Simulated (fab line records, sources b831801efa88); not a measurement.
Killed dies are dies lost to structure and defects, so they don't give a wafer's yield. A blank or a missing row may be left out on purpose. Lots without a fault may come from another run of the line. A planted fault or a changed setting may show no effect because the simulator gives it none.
Which tool did it? | flow gf180mcu | 6 lots, 18 wafers sampled, at 1 step of a route of 602

WHAT THE GAUGES READ, wafer by wafer
GF_V1_THK_MEAS_03.
lot  | measured     | on            | V1_CVD_02_THK (nm)
L738 | day 18 06:14 | film_metro-03 | 836 840 855
L740 | day 18 18:28 | film_metro-03 | 838 874 852
L743 | day 19 23:10 | film_metro-03 | 839 848 860
L751 | day 22 16:53 | film_metro-01 | 846 861 861
L755 | day 24 07:39 | film_metro-01 | 844 823 838
L758 | day 25 06:30 | film_metro-04 | 825 836 851

WHICH TOOL RAN EACH LOT (tool, then ch and the chambers of the sampled wafers, then the start)
The record holds no process step before these readings.

THE ANSWER, worked out from the rows above alone
Rule: what is usual is taken from the lots themselves. Put in order of their means at a reading, lots are off if they are a third of the lots or fewer, leave a main group of 4 or more, and stand apart from it by a gap of 3 or more times the standard deviation of the main group's means; of several such gaps the widest counts. A main group whose means are all the same, to the digits that the tables above print for the reading, isn't used. A lot without any number at a reading at which 4 lots or more have one is off too. The other lots that the step has rows for count as sound.
No lot is off at any reading shown: from this, nothing can be told.

WHAT THE SIMULATOR HAD PUT IN
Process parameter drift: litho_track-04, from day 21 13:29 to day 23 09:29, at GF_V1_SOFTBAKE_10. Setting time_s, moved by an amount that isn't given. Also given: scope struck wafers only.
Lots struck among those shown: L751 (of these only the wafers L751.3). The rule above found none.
